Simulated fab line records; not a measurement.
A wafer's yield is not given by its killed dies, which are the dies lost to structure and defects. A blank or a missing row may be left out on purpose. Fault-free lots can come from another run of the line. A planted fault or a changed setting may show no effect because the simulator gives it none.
Which tool did it? :: flow sky130 :: 10 lots with 30 wafers sampled at 6 steps, on a route of 708 steps

## WHAT THE GAUGES SHOWED, per wafer
SKY_VIA3_THK_MEAS_23: measures by xrf. Usual: for VIA3_W_THK the level is 391 nm and the standard deviation is 6.6.
lot: L878
measured: day 39 17:43
on: film-metro-04
VIA3_W_THK (nm): 384 389 386
flag: 

lot: L890
measured: day 43 11:24
on: film-metro-04
VIA3_W_THK (nm): 385 385 381
flag: 

lot: L892
measured: day 44 06:26
on: film-metro-04
VIA3_W_THK (nm): 393 391 395
flag: 

lot: L894
measured: day 44 12:17
on: film-metro-03
VIA3_W_THK (nm): 394 394 397
flag: 

lot: L895
measured: day 44 17:32
on: film-metro-03
VIA3_W_THK (nm): 392 391 389
flag: 

lot: L898
measured: day 45 13:52
on: film-metro-03
VIA3_W_THK (nm): 399 401 400
flag: 

lot: L899
measured: day 45 22:14
on: film-metro-03
VIA3_W_THK (nm): 396 396 397
flag: 

lot: L900
measured: day 46 00:56
on: film-metro-03
VIA3_W_THK (nm): 384 381 381
flag: 

## EACH LOT AND THE TOOL THAT RAN IT (in order: tool; ch and the chambers of the sampled wafers; start)
lot: L878
SKY_METAL1_DESCUM_17: rie-metal-01 ch 1, day 32 20:42
SKY_METAL2_SPUTTER_04: pvd-sputter-03, day 34 03:02
SKY_METAL3_ETCH_16: rie-metal-03 ch 0, day 38 14:55
SKY_METAL3_ETCH_17: rie-diel-04 ch 0,1,2, day 38 15:01
SKY_METAL3_STRIP_19: plasma-asher-02 ch 0,1, day 38 15:12

lot: L882
SKY_METAL1_DESCUM_17: rie-metal-04 ch 0, day 34 07:58
SKY_METAL2_SPUTTER_04: pvd-sputter-01, day 35 13:43
SKY_METAL3_ETCH_16: rie-metal-03 ch 0,1, day 39 23:00
SKY_METAL3_ETCH_17: rie-diel-03 ch 2,3, day 39 23:06
SKY_METAL3_STRIP_19: plasma-asher-01 ch 0,1, day 39 23:18

lot: L883
SKY_METAL1_DESCUM_17: rie-metal-01 ch 0,1, day 34 13:25
SKY_METAL2_SPUTTER_04: pvd-sputter-03, day 35 19:38
SKY_METAL3_ETCH_16: rie-metal-03 ch 1, day 40 05:06
SKY_METAL3_ETCH_17: rie-diel-03 ch 1,2, day 40 05:12
SKY_METAL3_STRIP_19: plasma-asher-02 ch 0, day 40 05:24

lot: L890
SKY_METAL1_DESCUM_17: rie-metal-04 ch 0,1, day 36 23:32
SKY_METAL2_SPUTTER_04: pvd-sputter-03, day 38 04:20
SKY_METAL3_ETCH_16: rie-metal-01 ch 0,1, day 42 10:14
SKY_METAL3_ETCH_17: rie-diel-04 ch 0,1, day 42 10:18
SKY_METAL3_STRIP_19: plasma-asher-02 ch 0,1, day 42 10:32

lot: L892
SKY_METAL1_DESCUM_17: rie-metal-02 ch 0,1, day 37 20:07
SKY_METAL2_SPUTTER_04: pvd-sputter-04, day 39 01:22
SKY_METAL3_ETCH_16: rie-metal-03 ch 0,1, day 43 05:06
SKY_METAL3_ETCH_17: rie-diel-03 ch 0,1,2, day 43 05:12
SKY_METAL3_STRIP_19: plasma-asher-02 ch 0,1, day 43 05:23

lot: L894
SKY_METAL1_DESCUM_17: rie-metal-02 ch 0,1, day 38 04:19
SKY_METAL2_SPUTTER_04: pvd-sputter-01, day 39 08:17
SKY_METAL3_ETCH_16: rie-metal-03 ch 0,1, day 43 11:18
SKY_METAL3_ETCH_17: rie-diel-02 ch 0,1, day 43 11:24
SKY_METAL3_STRIP_19: plasma-asher-02 ch 0,1, day 43 11:36

lot: L895
SKY_METAL1_DESCUM_17: rie-metal-04 ch 0,1, day 38 08:01
SKY_METAL2_SPUTTER_04: pvd-sputter-03, day 39 11:50
SKY_METAL3_ETCH_16: rie-metal-03 ch 0,1, day 43 14:54
SKY_METAL3_ETCH_17: rie-diel-03 ch 0,3, day 43 15:00
SKY_METAL3_STRIP_19: plasma-asher-01 ch 0,1, day 43 15:11

lot: L898
SKY_METAL1_DESCUM_17: rie-metal-02 ch 0,1, day 39 08:23
SKY_METAL2_SPUTTER_04: pvd-sputter-03, day 40 11:30
SKY_METAL3_ETCH_16: rie-metal-02 ch 0,1, day 44 13:34
SKY_METAL3_ETCH_17: rie-diel-04 ch 1,3, day 44 13:38
SKY_METAL3_STRIP_19: plasma-asher-01 ch 0,1, day 44 13:52

lot: L899
SKY_METAL1_DESCUM_17: rie-metal-02 ch 0,1, day 39 18:47
SKY_METAL2_SPUTTER_04: pvd-sputter-03, day 40 22:16
SKY_METAL3_ETCH_16: rie-metal-03 ch 0,1, day 44 22:23
SKY_METAL3_ETCH_17: rie-diel-04 ch 2,3, day 44 22:27
SKY_METAL3_STRIP_19: plasma-asher-01 ch 0,1, day 44 22:41

lot: L900
SKY_METAL1_DESCUM_17: rie-metal-02 ch 0,1, day 39 23:37
SKY_METAL2_SPUTTER_04: pvd-sputter-01, day 41 03:11
SKY_METAL3_ETCH_16: rie-metal-01 ch 0,1, day 45 01:06
SKY_METAL3_ETCH_17: rie-diel-04 ch 1,2,3, day 45 01:12
SKY_METAL3_STRIP_19: plasma-asher-02 ch 0,1, day 45 01:23
- SKY_METAL1_DESCUM_17: chemistry O2, time 8 s.
- SKY_METAL2_SPUTTER_04: material TiN, target thk 70 nm, time 58.3 s.
- SKY_METAL3_ETCH_16: etches BARC in N2/H2, stops on SiO2, time 88.2 s, target depth 60 nm.
- SKY_METAL3_ETCH_17: etches SiO2 in C4F8/O2/Ar, stops on TiN, time 3.9 s, target depth 15 nm.
- SKY_METAL3_STRIP_19: strips in O2/N2.

## AS READ BY THE TOOLS THEMSELVES (means over the sampled wafers that have a number; for cases with no such wafer, the mark the record gives instead)
SKY_METAL1_DESCUM_17. Usual: drypump-motor-current-A 5.5 A, standard deviation 0.34; oes-product-au 1.001 a.u., standard deviation 0.0087.
lot: L878
tool: rie-metal-01
drypump-motor-current-A (A): 5.1
oes-product-au (a.u.): 0.998
flag: 

lot: L882
tool: rie-metal-04
drypump-motor-current-A (A): 5.8
oes-product-au (a.u.): 0.996
flag: 

lot: L883
tool: rie-metal-01
drypump-motor-current-A (A): 5.7
oes-product-au (a.u.): 1.004
flag: 

lot: L890
tool: rie-metal-04
drypump-motor-current-A (A): 5.4
oes-product-au (a.u.): 0.993
flag: 

lot: L892
tool: rie-metal-02
drypump-motor-current-A (A): 5.4
oes-product-au (a.u.): 0.997
flag: 

lot: L894
tool: rie-metal-02
drypump-motor-current-A (A): 5.5
oes-product-au (a.u.): 1.010
flag: 

lot: L895
tool: rie-metal-04
drypump-motor-current-A (A): 5.4
oes-product-au (a.u.): 1.002
flag: 

lot: L898
tool: rie-metal-02
drypump-motor-current-A (A): 5.4
oes-product-au (a.u.): 0.992
flag: 

lot: L899
tool: rie-metal-02
drypump-motor-current-A (A): 5.6
oes-product-au (a.u.): 0.998
flag: 

lot: L900
tool: rie-metal-02
drypump-motor-current-A (A): 5.6
oes-product-au (a.u.): 0.999
flag: 

SKY_METAL2_SPUTTER_04. Usual: throttle-valve-pct reads 30.0 % (standard deviation 1.1).
lot: L878
tool: pvd-sputter-03
throttle-valve-pct (%): 30.7
flag: 

lot: L882
tool: pvd-sputter-01
throttle-valve-pct (%): 29.1
flag: 

lot: L883
tool: pvd-sputter-03
throttle-valve-pct (%): 30.3
flag: 

lot: L890
tool: pvd-sputter-03
throttle-valve-pct (%): 29.5
flag: 

lot: L892
tool: pvd-sputter-04
throttle-valve-pct (%): 29.5
flag: 

lot: L894
tool: pvd-sputter-01
throttle-valve-pct (%): 29.5
flag: 

lot: L895
tool: pvd-sputter-03
throttle-valve-pct (%): 30.3
flag: 

lot: L898
tool: pvd-sputter-03
throttle-valve-pct (%): 30.8
flag: 

lot: L899
tool: pvd-sputter-03
throttle-valve-pct (%): 30.2
flag: 

lot: L900
tool: pvd-sputter-01
throttle-valve-pct (%): 29.5
flag: 

SKY_METAL3_ETCH_16. Usual: bias-w 100.1 W, standard deviation 0.32; chamber-pressure-mTorr 30.00 mTorr, standard deviation 0.031; drypump-motor-current-A 5.6 A, standard deviation 0.31; oes-product-au 0.626 a.u., standard deviation 0.0041; throttle-valve-pct 13.205 %, standard deviation 0.0086.
lot: L878
tool: rie-metal-03
bias-w (W): 100.2
chamber-pressure-mTorr (mTorr): 29.98
drypump-motor-current-A (A): 5.6
oes-product-au (a.u.): 0.631
throttle-valve-pct (%): 13.210
flag: 

lot: L882
tool: rie-metal-03
bias-w (W): -
chamber-pressure-mTorr (mTorr): -
drypump-motor-current-A (A): -
oes-product-au (a.u.): -
throttle-valve-pct (%): -
flag: OFF

lot: L883
tool: rie-metal-03
bias-w (W): -
chamber-pressure-mTorr (mTorr): -
drypump-motor-current-A (A): -
oes-product-au (a.u.): -
throttle-valve-pct (%): -
flag: OFF

lot: L890
tool: rie-metal-01
bias-w (W): 100.2
chamber-pressure-mTorr (mTorr): 30.01
drypump-motor-current-A (A): 5.8
oes-product-au (a.u.): 0.627
throttle-valve-pct (%): 13.209
flag: 

lot: L892
tool: rie-metal-03
bias-w (W): 100.0
chamber-pressure-mTorr (mTorr): 30.00
drypump-motor-current-A (A): 5.7
oes-product-au (a.u.): 0.626
throttle-valve-pct (%): 13.203
flag: 

lot: L894
tool: rie-metal-03
bias-w (W): 99.6
chamber-pressure-mTorr (mTorr): 30.00
drypump-motor-current-A (A): 5.7
oes-product-au (a.u.): 0.626
throttle-valve-pct (%): 13.192
flag: 

lot: L895
tool: rie-metal-03
bias-w (W): 99.9
chamber-pressure-mTorr (mTorr): 30.01
drypump-motor-current-A (A): 5.7
oes-product-au (a.u.): 0.629
throttle-valve-pct (%): 13.207
flag: 

lot: L898
tool: rie-metal-02
bias-w (W): 100.0
chamber-pressure-mTorr (mTorr): 30.00
drypump-motor-current-A (A): 5.4
oes-product-au (a.u.): 0.626
throttle-valve-pct (%): 13.199
flag: 

lot: L899
tool: rie-metal-03
bias-w (W): 100.1
chamber-pressure-mTorr (mTorr): 30.02
drypump-motor-current-A (A): 5.7
oes-product-au (a.u.): 0.627
throttle-valve-pct (%): 13.203
flag: 

lot: L900
tool: rie-metal-01
bias-w (W): 99.8
chamber-pressure-mTorr (mTorr): 30.01
drypump-motor-current-A (A): 5.4
oes-product-au (a.u.): 0.631
throttle-valve-pct (%): 13.209
flag: 

SKY_METAL3_ETCH_17. Usual: bias-w 1200 W, standard deviation 4.3; chamber-pressure-mTorr 40.00 mTorr, standard deviation 0.047; oes-product-au 0.754 a.u., standard deviation 0.0073.
lot: L878
tool: rie-diel-04
bias-w (W): 1201
chamber-pressure-mTorr (mTorr): 40.03
oes-product-au (a.u.): 0.749
flag: 

lot: L882
tool: rie-diel-03
bias-w (W): 1201
chamber-pressure-mTorr (mTorr): 40.00
oes-product-au (a.u.): 0.372
flag: OFF

lot: L883
tool: rie-diel-03
bias-w (W): 1204
chamber-pressure-mTorr (mTorr): 40.01
oes-product-au (a.u.): 0.372
flag: OFF

lot: L890
tool: rie-diel-04
bias-w (W): 1195
chamber-pressure-mTorr (mTorr): 40.00
oes-product-au (a.u.): 0.752
flag: 

lot: L892
tool: rie-diel-03
bias-w (W): 1202
chamber-pressure-mTorr (mTorr): 39.99
oes-product-au (a.u.): 0.749
flag: 

lot: L894
tool: rie-diel-02
bias-w (W): 1199
chamber-pressure-mTorr (mTorr): 39.99
oes-product-au (a.u.): 0.753
flag: 

lot: L895
tool: rie-diel-03
bias-w (W): 1200
chamber-pressure-mTorr (mTorr): 40.02
oes-product-au (a.u.): 0.755
flag: 

lot: L898
tool: rie-diel-04
bias-w (W): 1199
chamber-pressure-mTorr (mTorr): 39.99
oes-product-au (a.u.): 0.752
flag: 

lot: L899
tool: rie-diel-04
bias-w (W): 1203
chamber-pressure-mTorr (mTorr): 40.00
oes-product-au (a.u.): 0.752
flag: 

lot: L900
tool: rie-diel-04
bias-w (W): 1200
chamber-pressure-mTorr (mTorr): 40.00
oes-product-au (a.u.): 0.757
flag: 

SKY_METAL3_STRIP_19. Usual: drypump-motor-current-A 5.5 A, standard deviation 0.46; o2-flow-sccm 2998 sccm, standard deviation 9.2; oes-product-au 0.500 a.u., standard deviation 0.0064; strip-time-to-endpoint-s 6.49 s, standard deviation 0.11.
lot: L878
tool: plasma-asher-02
drypump-motor-current-A (A): 5.6
o2-flow-sccm (sccm): 3000
oes-product-au (a.u.): 0.504
strip-time-to-endpoint-s (s): 6.53
flag: 

lot: L882
tool: plasma-asher-01
drypump-motor-current-A (A): 5.5
o2-flow-sccm (sccm): 2989
oes-product-au (a.u.): 0.521
strip-time-to-endpoint-s (s): 7.03
flag: OFF

lot: L883
tool: plasma-asher-02
drypump-motor-current-A (A): 5.8
o2-flow-sccm (sccm): 3000
oes-product-au (a.u.): 0.521
strip-time-to-endpoint-s (s): 6.99
flag: OFF

lot: L890
tool: plasma-asher-02
drypump-motor-current-A (A): 5.6
o2-flow-sccm (sccm): 2998
oes-product-au (a.u.): 0.504
strip-time-to-endpoint-s (s): 6.47
flag: 

lot: L892
tool: plasma-asher-02
drypump-motor-current-A (A): 5.6
o2-flow-sccm (sccm): 2992
oes-product-au (a.u.): 0.509
strip-time-to-endpoint-s (s): 6.58
flag: 

lot: L894
tool: plasma-asher-02
drypump-motor-current-A (A): 5.4
o2-flow-sccm (sccm): 3000
oes-product-au (a.u.): 0.506
strip-time-to-endpoint-s (s): 6.55
flag: 

lot: L895
tool: plasma-asher-01
drypump-motor-current-A (A): 5.2
o2-flow-sccm (sccm): 2990
oes-product-au (a.u.): 0.499
strip-time-to-endpoint-s (s): 6.50
flag: 

lot: L898
tool: plasma-asher-01
drypump-motor-current-A (A): 5.2
o2-flow-sccm (sccm): 3000
oes-product-au (a.u.): 0.504
strip-time-to-endpoint-s (s): 6.54
flag: 

lot: L899
tool: plasma-asher-01
drypump-motor-current-A (A): 5.2
o2-flow-sccm (sccm): 2998
oes-product-au (a.u.): 0.497
strip-time-to-endpoint-s (s): 6.43
flag: 

lot: L900
tool: plasma-asher-02
drypump-motor-current-A (A): 5.4
o2-flow-sccm (sccm): 3012
oes-product-au (a.u.): 0.500
strip-time-to-endpoint-s (s): 6.54
flag: 

## THE ANSWER, worked out from the rows above alone
Rule: a lot is off if the mean of its wafers that have a number lies more than 3 standard deviations from the usual mean. A lot without any number at a reading at which 4 lots or more have one is off too. Any other lot the step has rows for is counted as sound. First the gauges in route order, then the tools' own readings, where a lot's mean is used as printed above. At the first step where some lot is off, the reading lying furthest off is the one used; lots without a number count as furthest.
Off: L882, L883, at SKY_METAL3_ETCH_16 (bias-w). Without a number there: L882, L883.
A tool fits if, at that step or a process step before it, it ran every lot that is off, and no sound lot after the first of them. None of those tried fits.

## WHAT WAS PUT IN BY THE SIMULATOR
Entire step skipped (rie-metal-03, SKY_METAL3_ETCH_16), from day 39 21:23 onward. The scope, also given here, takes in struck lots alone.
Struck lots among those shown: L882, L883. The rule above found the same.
